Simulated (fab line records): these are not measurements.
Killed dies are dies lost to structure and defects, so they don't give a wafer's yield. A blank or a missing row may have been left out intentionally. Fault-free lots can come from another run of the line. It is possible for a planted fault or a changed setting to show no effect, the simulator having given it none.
Which tool is to blame? | flow sfq-line | Sampling: 14 lots, 42 wafers, 4 of 325 route steps

## WHAT THE GAUGES READ, wafer by wafer
The record lacks any reading of a measuring or inspecting step that a usual standard deviation could be used to judge.

## TOOL THAT RAN EACH LOT (tool first, then ch and the chambers of the sampled wafers, then the start)
lot  | SFQ_TRILAYER_I4_VIA_BARC_OPEN_VIA_ETCH_146 | SFQ_TRILAYER_I4_VIA_STRIP_STRIP_107 | SFQ_TRILAYER_A5B_CMP_CMP_130  | SFQ_TRILAYER_I5_LITHO_PEB_147
L545 | rie-diel-03 ch 0,2,3, day 43 22:44         | rie-metal-03 ch 0,1, day 43 23:04   | cmp-01 ch 0,1, day 50 06:25   | litho-track-02 ch 0, day 55 10:55
L546 | rie-diel-03 ch 0,1,3, day 49 11:34         | rie-metal-01 ch 0,1, day 49 11:55   | cmp-01 ch 0,1, day 50 21:53   | litho-track-03 ch 0, day 55 14:29
L548 | rie-diel-03 ch 0,2,3, day 49 16:22         | rie-metal-04 ch 0,1, day 49 16:31   | cmp-02 ch 1,2,3, day 51 02:49 | litho-track-03 ch 0, day 55 19:14
L551 | rie-diel-01 ch 1,2,3, day 54 11:10         | rie-metal-04 ch 0,1, day 54 11:20   | cmp-01 ch 0,2,3, day 54 23:25 | litho-track-02 ch 0, day 58 03:44
L553 | rie-diel-01 ch 0,1,3, day 55 05:10         | rie-metal-04 ch 0,1, day 55 05:20   | cmp-01 ch 1,2,3, day 55 17:25 | litho-track-04 ch 0, day 58 06:10
L554 | rie-diel-03 ch 1,2, day 55 08:46           | rie-metal-01 ch 0,1, day 55 08:56   | cmp-01 ch 0,2, day 56 01:55   | litho-track-02 ch 0, day 58 07:20
L558 | rie-diel-04 ch 1,2, day 56 12:22           | rie-metal-04 ch 0,1, day 56 12:32   | cmp-01 ch 0,1, day 61 16:40   | litho-track-04 ch 0, day 62 16:04
L561 | rie-diel-01 ch 1,2,3, day 57 08:46         | rie-metal-03 ch 0,1, day 57 09:08   | cmp-01 ch 1,2, day 62 08:52   | litho-track-04 ch 0, day 63 00:07
L562 | rie-diel-04 ch 0,2, day 57 23:22           | rie-metal-01 ch 1, day 57 23:31     | cmp-02 ch 1,2,3, day 63 22:01 | litho-track-03 ch 0, day 68 02:38
L564 | rie-diel-04 ch 1,2,3, day 58 15:00         | rie-metal-01 ch 0,1, day 58 15:09   | cmp-02 ch 0,1,2, day 64 01:01 | litho-track-03 ch 0, day 71 23:07
L565 | rie-diel-03 ch 0,2,3, day 58 16:12         | rie-metal-03 ch 0,1, day 58 16:21   | cmp-02 ch 0,2,3, day 64 12:31 | litho-track-03 ch 0, day 72 02:43
L566 | rie-diel-04 ch 1,2,3, day 60 05:20         | rie-metal-03 ch 0,1, day 60 05:41   | cmp-02 ch 2,3, day 69 04:01   | litho-track-02 ch 0, day 73 19:53
L567 | rie-diel-04 ch 0,1,3, day 60 15:03         | rie-metal-03 ch 0,1, day 60 15:25   | cmp-01 ch 1,2, day 69 13:37   | litho-track-03 ch 0, day 73 22:17
L568 | rie-diel-01 ch 0,1, day 60 18:39           | rie-metal-04 ch 0,1, day 60 18:49   | cmp-02 ch 1,3, day 69 16:01   | litho-track-04 ch 0, day 74 00:40
- SFQ_TRILAYER_I4_VIA_BARC_OPEN_VIA_ETCH_146: etches BARC in O2, target depth 125 nm, time 41.7 s.
- SFQ_TRILAYER_I4_VIA_STRIP_STRIP_107: strips in O2.
- SFQ_TRILAYER_A5B_CMP_CMP_130: polishes, stops on Nb, target thk 340.7 nm.
- SFQ_TRILAYER_I5_LITHO_PEB_147: peb time 60 s.

## WHAT THE TOOLS THEMSELVES READ (means of the sampled wafers that have a number; where no wafer has one, the mark that the record gives instead)
SFQ_TRILAYER_I4_VIA_BARC_OPEN_VIA_ETCH_146.
lot  | tool        | drypump-motor-current-A (A) | oes-product-au (a.u.)
L545 | rie-diel-03 | 5.7                         | 0.688
L546 | rie-diel-03 | 6.0                         | 0.687
L548 | rie-diel-03 | 5.7                         | 0.682
L551 | rie-diel-01 | 5.4                         | 0.685
L553 | rie-diel-01 | 5.2                         | 0.683
L554 | rie-diel-03 | 6.2                         | 0.685
L558 | rie-diel-04 | 5.4                         | 0.683
L561 | rie-diel-01 | 5.4                         | 0.681
L562 | rie-diel-04 | 6.0                         | 0.691
L564 | rie-diel-04 | 5.7                         | 0.685
L565 | rie-diel-03 | 5.7                         | 0.684
L566 | rie-diel-04 | 5.7                         | 0.686
L567 | rie-diel-04 | 5.9                         | 0.685
L568 | rie-diel-01 | 5.6                         | 0.689

SFQ_TRILAYER_I4_VIA_STRIP_STRIP_107.
lot  | tool         | drypump-motor-current-A (A) | oes-product-au (a.u.)
L545 | rie-metal-03 | 5.9                         | 0.999
L546 | rie-metal-01 | 5.7                         | 0.999
L548 | rie-metal-04 | 5.6                         | 1.004
L551 | rie-metal-04 | 5.4                         | 1.001
L553 | rie-metal-04 | 5.7                         | 0.998
L554 | rie-metal-01 | 5.8                         | 1.006
L558 | rie-metal-04 | 5.4                         | 1.012
L561 | rie-metal-03 | 5.9                         | 0.996
L562 | rie-metal-01 | 5.8                         | 1.007
L564 | rie-metal-01 | 5.8                         | 1.005
L565 | rie-metal-03 | 5.9                         | 1.000
L566 | rie-metal-03 | 5.9                         | 1.005
L567 | rie-metal-03 | 5.9                         | 1.005
L568 | rie-metal-04 | 5.6                         | 0.999

SFQ_TRILAYER_A5B_CMP_CMP_130.
lot  | tool   | motor-current-A (A) | slurry-filter-dp-kPa (kPa)
L545 | cmp-01 | 10.0                | 13.59
L546 | cmp-01 | 10.2                | 13.63
L548 | cmp-02 | 9.5                 | 13.43
L551 | cmp-01 | 10.9                | 13.48
L553 | cmp-01 | 10.3                | 13.61
L554 | cmp-01 | 10.1                | 13.60
L558 | cmp-01 | 10.0                | 13.45
L561 | cmp-01 | 10.5                | 13.65
L562 | cmp-02 | 9.4                 | 13.60
L564 | cmp-02 | 10.7                | 13.48
L565 | cmp-02 | 9.5                 | 13.46
L566 | cmp-02 | 8.6                 | 13.47
L567 | cmp-01 | 10.2                | 13.49
L568 | cmp-02 | 10.1                | 13.48

SFQ_TRILAYER_I5_LITHO_PEB_147.
lot  | tool           | chill-plate-temp-C (C) | heater-power-total-W (W)
L545 | litho-track-02 | 22.98                  | 79.20
L546 | litho-track-03 | 23.03                  | 79.15
L548 | litho-track-03 | 22.91                  | 79.14
L551 | litho-track-02 | 22.91                  | 86.09
L553 | litho-track-04 | 23.19                  | 79.21
L554 | litho-track-02 | 23.05                  | 86.10
L558 | litho-track-04 | 22.95                  | 79.17
L561 | litho-track-04 | 23.09                  | 79.14
L562 | litho-track-03 | 23.11                  | 79.17
L564 | litho-track-03 | 22.98                  | 79.14
L565 | litho-track-03 | 23.05                  | 79.14
L566 | litho-track-02 | 23.10                  | 79.16
L567 | litho-track-03 | 22.93                  | 79.15
L568 | litho-track-04 | 23.11                  | 79.11

## THE ANSWER, worked out from the rows above alone
Rule: the lots themselves supply what counts as usual. The widest of any qualifying gaps counts: lots, ordered by their means at a reading, are off when they make up no more than a third of the lots, leave a main group of 4 or more, and stand apart from it by 3 or more times the standard deviation of that group's means. The tables above print the reading to a certain number of digits; a main group whose means all agree to those digits is not used. A lot without any number at a reading at which 4 lots or more have one is off too. Any other lot the step has rows for is counted as sound. Order of review: gauges by route order, followed by the tools' own readings, for which a lot's mean as printed above is used. At the first step where some lot is off, the reading lying furthest off is the one used; lots without a number count as furthest.
Off, at SFQ_TRILAYER_I5_LITHO_PEB_147 on heater-power-total-W: L551, L554. Main group: mean 79.16 W, sd 0.027.
A tool fits if, at that step or a process step before it, it ran every lot that is off, and no sound lot after the first of them. No candidate that was tried fits.

## WHAT THE SIMULATOR HAD PUT IN
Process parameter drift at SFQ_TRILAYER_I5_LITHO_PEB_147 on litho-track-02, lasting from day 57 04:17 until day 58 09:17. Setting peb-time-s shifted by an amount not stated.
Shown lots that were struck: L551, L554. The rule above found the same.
